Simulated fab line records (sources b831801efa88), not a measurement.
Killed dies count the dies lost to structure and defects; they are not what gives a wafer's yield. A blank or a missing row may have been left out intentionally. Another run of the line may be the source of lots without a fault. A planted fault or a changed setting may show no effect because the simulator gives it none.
fab line records	flow sfq-line
record: lots: 5	wafers: 14	last-day: 80
route steps=325 shown M7@285 I7@296
lots that met no fault: from a run of the same line without faults
start-h: start of the lot's first displayed wafer, in hours after the record's first day	wait-h: hours elapsed since this lot's preceding step	" identical to the entry in the row above	L1.1+2: several wafers, shown together as one row	- no value present, or no start provided	* or withheld: withheld	< > ~ a bound
route shown NAME@n: names a module that has steps shown in the file, with the first one's number in the route	usual: mean/standard deviation of fault-free wafers	same: alike in all rows	chamber/n: place in a boat	sites: each site's reading	_std_site: standard deviation of those values	_edge_site: the outer-site mean with the inner-site mean subtracted	radius-mm: for every site, how far away it sits from the centre of the wafer	mask NAME#n: copy n	behind: tool/chamber where the wafer was last shaped	hold: reason for holding the lot/hours on hold/outcome of the hold	device: transistor that didn't switch, given as n, p or np	end of line: at the end of the route, the tests of the same wafers	where a step has no rows: the recipe by itself	killed: dies that structure and defects cost at the first sort, which is not the same as the wafer's yield	map: per-die view of a wafer (x killed, . not killed, _ where there is no die)
set.NAME: the setting the step ran with; set.NAME@STEP: the setting that earlier step ran with	model.NAME: the simulator's own value behind a step, which no gauge read
certain route steps with their lots: each step a table, each wafer a row
services: from which hour (start-h, from the record's first day; less than 0 if before it) a tool's chamber was out of use, for how many hours, and why
== steps ==
step: SFQ_TRILAYER_M7_LITHO_COAT_182
recipe: resist: BARC	spin-rpm: 3000	resist-thk-nm: 62
step: SFQ_TRILAYER_M7_LITHO_COAT_177
recipe: resist: KrF	spin-rpm: 3000	resist-thk-nm: 600
step: SFQ_TRILAYER_M7_LITHO_SOFTBAKE_181
recipe: temp-c: withheld	time-s: withheld	resist: KrF
step: SFQ_TRILAYER_M7_LITHO_EXPOSE_178
recipe: mask-id: M7	na: 0.6	source-shape: conventional	sigma-outer: 0.65	target-cd-nm: 500	dose-mj: 14.4
step: SFQ_TRILAYER_M7_LITHO_PEB_180
recipe: peb-temp-c: 115	peb-time-s: 60	resist: KrF
step: SFQ_TRILAYER_M7_LITHO_DEVELOP_179
recipe: time-s: 60	resist: KrF
step: SFQ_M7_OVL_MEAS_945
usual: M7_OVL: 0/7
lot.wafer	tool	chamber	start-h	wait-h	M7_OVL[nm]
L186.1	overlay-02	-	1480.90	0.1	-15
L186.2	"	-	"	"	-13
L186.6	"	-	"	"	-20
L187.1	overlay-02	-	1484.50	0.1	-6
L187.2	"	-	"	"	-1
L187.6	"	-	"	"	-8
L196.2	overlay-01	-	1622.60	0.1	14
L196.6	"	-	"	"	10
L204.1	overlay-01	-	1774.74	0.1	3
L204.4	"	-	"	"	2
L204.6	"	-	"	"	-1
L205.1	overlay-01	-	1775.94	0.1	-2
L205.3	"	-	"	"	-2
L205.6	"	-	"	"	-6
step: SFQ_TRILAYER_M7_BARC_OPEN_METAL_ETCH_229
recipe: mask-material: PR	chemistry: O2	target-depth-nm: 125	target: BARC	icp-w: 600	bias-w: 80	pressure-mtorr: 10	time-s: 41.7
usual: drypump-motor-current-A: 5.9/0.46	he-backside-leak-sccm: 3.5/0.34	oes-product-au: 0.685/0.0043
lot.wafer	tool	chamber	start-h	wait-h	drypump-motor-current-A	he-backside-leak-sccm	oes-product-au	rf-hours-counter-h
L186.1	rie-metal-02	1	1480.93	0.0	5.2	3.3	0.693	59
L186.2	"	0	"	"	6.5	3.2	0.692	24
L186.6	"	0	"	"	6.5	3.4	0.681	-
L187.1	rie-metal-04	0	1484.53	0.0	6.3	3.4	0.685	136
L187.2	"	1	"	"	5.7	3.6	0.677	81
L187.6	"	1	"	"	5.7	3.6	0.686	-
L196.2	rie-metal-03	0	1622.63	0.0	5.5	3.4	0.691	110
L196.6	"	1	"	"	6.3	3.3	0.684	-
L204.1	rie-metal-04	0	1774.78	0.0	6.3	3.3	0.690	30
L204.4	"	0	"	"	6.3	3.4	0.685	-
L204.6	"	1	"	"	5.7	3.5	0.687	-
L205.1	rie-metal-02	0	1775.98	0.0	6.5	3.4	0.683	68
L205.3	"	0	"	"	6.5	3.3	0.682	-
L205.6	"	0	"	"	6.5	3.3	0.687	-
step: SFQ_TRILAYER_M7_ETCH_METAL_ETCH_180
recipe: target: Nb	stop-on: SiO2	mask-material: PR	chemistry: Cl2/Ar	target-depth-nm: 240	icp-w: 600	bias-w: 80	pressure-mtorr: 10	time-s: 120
usual: drypump-motor-current-A: 5.9/0.46	he-backside-leak-sccm: 3.42/0.13	oes-product-au: 0.896/0.0075
lot.wafer	tool	chamber	start-h	wait-h	drypump-motor-current-A	he-backside-leak-sccm	oes-product-au	rf-hours-counter-h
L186.1	rie-metal-02	1	1480.99	0.0	5.2	3.39	0.897	59
L186.2	"	0	"	"	6.5	3.29	0.894	24
L186.6	"	0	"	"	6.5	3.35	0.890	-
L187.1	rie-metal-04	0	1484.59	0.0	6.3	3.68	0.883	136
L187.2	"	1	"	"	5.7	3.53	0.891	81
L187.6	"	1	"	"	5.7	3.50	0.879	-
L196.2	rie-metal-03	0	1622.69	0.0	5.6	3.43	0.892	110
L196.6	"	1	"	"	6.3	3.55	0.898	-
L204.1	rie-metal-04	0	1774.84	0.0	6.3	3.57	0.890	30
L204.4	"	0	"	"	6.3	3.34	0.904	-
L204.6	"	1	"	"	5.7	3.42	0.898	-
L205.1	rie-metal-02	0	1776.04	0.0	6.5	3.39	0.894	68
L205.3	"	0	"	"	6.5	3.37	0.894	-
L205.6	"	0	"	"	6.5	3.38	0.887	-
step: SFQ_TRILAYER_M7_STRIP_STRIP_181
recipe: gas: O2	power-w: 200	platen-temp-c: 40	overash-fraction: 0.65	chemistry: O2	pressure-mtorr: 50
usual: drypump-motor-current-A: 5.9/0.46	he-backside-leak-sccm: 3.47/0.14	oes-product-au: 1.005/0.0089
lot.wafer	tool	chamber	start-h	wait-h	drypump-motor-current-A	he-backside-leak-sccm	oes-product-au	rf-hours-counter-h
L186.1	rie-metal-02	1	1481.12	0.1	5.2	3.19	1.010	59
L186.2	"	0	"	"	6.5	3.40	1.015	24
L186.6	"	0	"	"	6.5	3.27	1.012	-
L187.1	rie-metal-04	0	1484.72	0.1	6.3	3.35	1.016	137
L187.2	"	1	"	"	5.7	3.51	1.004	81
L187.6	"	1	"	"	5.7	3.58	1.004	-
L196.2	rie-metal-03	0	1622.81	0.1	5.6	3.56	1.002	110
L196.6	"	1	"	"	6.3	3.63	1.020	-
L204.1	rie-metal-04	0	1774.96	0.1	6.3	3.29	1.015	30
L204.4	"	0	"	"	6.3	3.58	1.010	-
L204.6	"	1	"	"	5.7	3.52	1.004	-
L205.1	rie-metal-02	0	1776.16	0.1	6.5	3.33	1.005	68
L205.3	"	0	"	"	6.5	3.37	0.997	-
L205.6	"	0	"	"	6.5	3.42	0.997	-
step: SFQ_TRILAYER_M7_STRIP_SOLV_CLEAN_182
recipe: chemistry: NMP	temp-c: 70	time-s: 600
step: SFQ_TRILAYER_I7_DEP_PECVD_183
recipe: material: SiO2	temp-c: 150	time-s: 111.11	pressure-torr: 2.4	rf-w: 183.3	precursor: SiH4/N2O	target-thk-nm: 500
step: SFQ_TRILAYER_I7_CMP_CMP_184
recipe: material: SiO2	down-force-psi: 3	platen-rpm: 60	pad-velocity-m-s: 0.94248
usual: motor-current-A: 10.3/0.84	slurry-flow-ml-min: 150.0/0.53	time-to-endpoint-s: 216/7.2
lot.wafer	tool	chamber	start-h	wait-h	motor-current-A	slurry-flow-ml-min	time-to-endpoint-s	model.SiO2_of_TRILAYER_I7_DEP_PECVD_183.thk-nm
L186.1	cmp-02	1	1493.89	11.8	9.1	150.1	206	199.7
L186.2	"	2	"	"	9.5	149.5	207	198.9
L186.6	"	0	1495.39	13.2	11.0	149.7	205	199.3
L187.2	cmp-01	3	1496.69	11.2	10.7	149.4	212	201.8
L187.1	"	0	"	"	11.5	150.4	215	200.6
L187.6	"	3	1498.69	13.1	10.6	149.8	219	200.8
L196.2	cmp-01	3	1630.82	7.2	11.0	150.0	194	219.8
L196.6	"	2	1632.32	8.7	10.1	149.5	211	199.5
L204.1	cmp-02	0	1779.77	4.0	10.4	149.4	208	199.7
L204.4	"	1	"	"	9.0	150.0	228	200.6
L204.6	"	0	1781.77	6.0	10.8	149.9	219	200
L205.1	cmp-02	2	1783.27	6.3	10.1	150.6	211	201.1
L205.3	"	3	"	"	10.1	149.8	214	199.5
L205.6	"	0	"	"	11.1	150.3	218	200.1
step: SFQ_I7_BOW_MEAS_946
recipe: mode: bow
usual: I7_BOW: 5/11
lot.wafer	tool	chamber	start-h	wait-h	hold	I7_BOW[um]
L186.1	film-metro-02	-	1495.89	1.5	-	11
L186.2	"	-	"	"	-	-4
L186.6	"	-	"	"	-	1
L187.1	film-metro-04	-	1499.69	2.0	-	3
L187.2	"	-	"	"	-	12
L187.6	"	-	"	"	-	1
L196.2	film-metro-02	-	1632.84	1.5	await-dispo/0.2h/release	16
L196.6	"	-	"	"	await-dispo/0.2h/release	4
L196.2	film-metro-02	-	1634.16	1.3	-	-
L196.6	"	-	"	"	-	-
L204.1	film-metro-04	-	1782.27	2.0	-	6
L204.4	"	-	"	"	-	4
L204.6	"	-	"	"	-	2
L205.1	film-metro-03	-	1785.27	1.5	-	19
L205.3	"	-	"	"	-	10
L205.6	"	-	"	"	-	20
step: SFQ_TRILAYER_I7_METRO_MEASURE_185
usual: thk-nm: 200.0/0.89
lot.wafer	tool	chamber	start-h	wait-h	hold	thk-nm
L186.1	film-metro-02	-	1496.01	0.1	-	199.8
L186.2	"	-	"	"	-	198.9
L186.6	"	-	"	"	-	199.2
L187.1	film-metro-04	-	1499.81	0.1	-	200.3
L187.2	"	-	"	"	-	201.8
L187.6	"	-	"	"	-	200.7
L196.2	film-metro-02	-	1636.48	2.3	await-dispo/2.0h/release	219.8
L196.6	"	-	"	"	await-dispo/2.0h/release	199.5
L204.1	film-metro-04	-	1782.39	0.1	-	199.7
L204.4	"	-	"	"	-	200.4
L204.6	"	-	"	"	-	200.1
L205.1	film-metro-03	-	1785.39	0.1	-	201.0
L205.3	"	-	"	"	-	199.6
L205.6	"	-	"	"	-	200.3
step: SFQ_TRILAYER_I7_VIA_LITHO_COAT_192
recipe: resist: BARC	spin-rpm: 3000	resist-thk-nm: 62
step: SFQ_TRILAYER_I7_VIA_LITHO_COAT_187
recipe: resist: KrF	spin-rpm: 3000	resist-thk-nm: 650
step: SFQ_TRILAYER_I7_VIA_LITHO_SOFTBAKE_191
recipe: temp-c: withheld	time-s: withheld	resist: KrF
step: SFQ_TRILAYER_I7_VIA_LITHO_EXPOSE_188
recipe: mask-id: I7	na: 0.6	source-shape: conventional	sigma-outer: 0.65	target-cd-nm: 1000	dose-mj: 21.3
step: SFQ_TRILAYER_I7_VIA_LITHO_PEB_190
recipe: peb-temp-c: 115	peb-time-s: 60	resist: KrF
step: SFQ_TRILAYER_I7_VIA_LITHO_DEVELOP_189
recipe: time-s: 60	resist: KrF
step: SFQ_I7_OVL_MEAS_947
usual: I7_OVL: 2/4.5
lot.wafer	tool	chamber	start-h	wait-h	I7_OVL[nm]
L186.1	overlay-01	-	1529.94	0.1	2
L186.2	"	-	"	"	-1
L186.6	"	-	"	"	1
L187.1	overlay-01	-	1531.14	0.1	6
L187.2	"	-	"	"	0
L187.6	"	-	"	"	2
L196.2	overlay-02	-	1703.65	0.1	2
L196.6	"	-	"	"	5
L204.1	overlay-02	-	1852.90	0.1	-4
L204.4	"	-	"	"	1
L204.6	"	-	"	"	-2
L205.1	overlay-02	-	1854.10	0.1	1
L205.3	"	-	"	"	6
L205.6	"	-	"	"	2
step: SFQ_TRILAYER_I7_VIA_BARC_OPEN_VIA_ETCH_260
recipe: mask-material: PR	chemistry: O2	target-depth-nm: 125	target: BARC	source-w: 500	bias-w: 80	pressure-mtorr: 30	time-s: 41.7
usual: drypump-motor-current-A: 5.8/0.49	oes-product-au: 0.686/0.0047
lot.wafer	tool	chamber	start-h	wait-h	drypump-motor-current-A	oes-product-au	rf-hours-counter-h
L186.1	rie-diel-03	0	1529.98	0.0	6.5	0.684	9
L186.2	"	1	"	"	5.6	0.687	22
L186.6	"	1	"	"	5.6	0.684	-
L187.1	rie-diel-02	2	1531.18	0.0	5.4	0.681	18
L187.2	"	3	"	"	6.2	0.682	23
L187.6	"	3	"	"	6.2	0.689	-
L196.2	rie-diel-03	0	1703.68	0.0	6.5	0.685	11
L196.6	"	1	"	"	5.6	0.687	-
L204.1	rie-diel-04	0	1852.94	0.0	6.1	0.695	12
L204.4	"	2	"	"	6.1	0.687	22
L204.6	"	2	"	"	6.1	0.686	-
L205.1	rie-diel-03	2	1854.14	0.0	6.3	0.690	0
L205.3	"	0	"	"	6.4	0.686	14
L205.6	"	2	"	"	6.3	0.688	-
step: SFQ_TRILAYER_I7_VIA_ETCH_VIA_ETCH_190
recipe: target: SiO2	stop-on: Nb	mask-material: PR	taper-deg: 20	chemistry: CHF3	target-depth-nm: 260	source-w: 500	bias-w: 80	pressure-mtorr: 30	time-s: withheld
usual: drypump-motor-current-A: 5.8/0.49	oes-product-au: 0.854/0.005
lot.wafer	tool	chamber	start-h	wait-h	drypump-motor-current-A	oes-product-au	model.I7.feature-depth-nm	model.etch.depth-nm
L186.1	rie-diel-03	0	1530.02	0.0	6.4	0.854	199.7	199.7
L186.2	"	1	"	"	5.6	0.852	198.9	198.9
L186.6	"	1	"	"	5.6	0.855	199.3	199.3
L187.1	rie-diel-02	2	1531.22	0.0	5.4	0.855	200.6	200.6
L187.2	"	3	"	"	6.2	0.862	201.8	201.8
L187.6	"	3	"	"	6.2	0.846	200.8	200.8
L196.2	rie-diel-03	0	1703.72	0.0	6.4	0.897	219.8	219.8
L196.6	"	1	"	"	5.6	0.861	199.5	199.5
L204.1	rie-diel-04	0	1852.98	0.0	6.1	0.852	199.7	199.7
L204.4	"	2	"	"	6.1	0.853	200.6	200.6
L204.6	"	2	"	"	6.1	0.861	200	200
L205.1	rie-diel-03	2	1854.18	0.0	6.3	0.856	201.1	201.1
L205.3	"	0	"	"	6.4	0.850	199.5	199.5
L205.6	"	2	"	"	6.3	0.855	200.1	200.1
step: SFQ_TRILAYER_I7_VIA_STRIP_STRIP_191
recipe: gas: O2	power-w: 200	platen-temp-c: 40	overash-fraction: 0.65	chemistry: O2	pressure-mtorr: 50
usual: drypump-motor-current-A: 6.0/0.39	he-backside-leak-sccm: 3.5/0.34	oes-product-au: 1.007/0.009
lot.wafer	tool	chamber	start-h	wait-h	drypump-motor-current-A	he-backside-leak-sccm	oes-product-au	rf-hours-counter-h
L186.1	rie-metal-02	0	1530.13	-	6.5	3.4	1.016	31
L186.2	"	1	"	"	5.2	3.3	0.997	66
L186.6	"	1	"	"	5.2	3.3	1.002	-
L187.1	rie-metal-03	0	1531.33	-	5.5	3.5	1.005	97
L187.2	"	1	"	"	6.3	3.6	0.989	61
L187.6	"	1	"	"	6.3	3.3	1.018	-
L196.2	rie-metal-03	1	1704.03	-	6.3	3.4	1.025	-
L196.6	"	1	"	"	6.3	3.3	1.012	-
L204.1	rie-metal-01	1	1853.09	-	5.7	3.1	1.001	18
L204.4	"	1	"	"	5.7	3.3	1.001	-
L204.6	"	0	"	"	5.8	3.8	1.015	-
L205.1	rie-metal-03	1	1854.29	-	6.3	3.7	1.008	114
L205.3	"	1	"	"	6.3	3.8	1.017	-
L205.6	"	1	"	"	6.3	3.8	1.025	-
== services ==
tool	chamber	start-h	hours	kind
rie-diel-03	3	1463.66	6.4	repair
rie-metal-03	1	1490.74	13.0	repair
cmp-02	-	1543.68	1.2	repair
cmp-02	-	1553.62	10.3	pm
cmp-02	-	1563.31	1.3	repair
rie-metal-04	-	1576.27	0.4	repair
cmp-02	-	1602.82	4.0	pm
rie-metal-02	-	1603.00	3.8	repair
cmp-02	-	1611.48	0.3	repair
rie-metal-02	-	1624.61	2.8	pm
cmp-02	-	1642.71	5.2	repair
rie-metal-03	-	1649.64	4.3	pm
rie-metal-03	0	1660.05	4.1	repair
rie-diel-03	2	1678.60	7.3	repair
rie-diel-03	-	1681.69	0.1	repair
rie-metal-02	1	1699.75	17.9	repair
rie-metal-03	0	1702.99	9.1	repair
rie-metal-03	-	1709.06	2.0	repair
cmp-02	-	1720.66	1.4	repair
rie-metal-04	0	1758.31	10.0	repair
rie-metal-03	-	1758.80	0.3	repair
rie-metal-02	-	1790.84	0.2	repair
rie-metal-04	-	1824.80	1.0	repair
rie-diel-03	3	1845.05	5.3	repair
== key ==
first-sign: step: SFQ_TRILAYER_I7_CMP_CMP_184	reading: time-to-endpoint-s	direction: down	sigmas: 3.1	usual: *	struck: *
effect: step: SFQ_I7_BOW_MEAS_946	reading: visit	direction: added
effect: step: SFQ_TRILAYER_I7_METRO_MEASURE_185	reading: thk-nm	direction: up	sigmas: 22	usual: 200.0	struck: 219.8
effect: step: SFQ_TRILAYER_I7_VIA_ETCH_VIA_ETCH_190	reading: oes-product-au	direction: up	sigmas: 8.5	usual: 0.854	struck: 0.897
model-effect: step: SFQ_TRILAYER_I7_CMP_CMP_184	value: SiO2_of_TRILAYER_I7_DEP_PECVD_183.thk-nm	without: 199.8	struck: 219.8
model-effect: step: SFQ_TRILAYER_I7_VIA_ETCH_VIA_ETCH_190	value: I7.feature-depth-nm	without: 199.8	struck: 219.8
met-at SFQ_TRILAYER_I7_CMP_CMP_184
struck-wafers L196.2
onset-between 1496.69 1630.82
fault: kind: process-parameter-drift	tool: cmp-01	chamber: -	onset-h: 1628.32	steps: SFQ_TRILAYER_I7_CMP_CMP_184	channel: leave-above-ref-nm	offset: 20	shape: step	end-h: 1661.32	scope: struck-wafers-only	acts-in: these-recipes-only	stated: 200
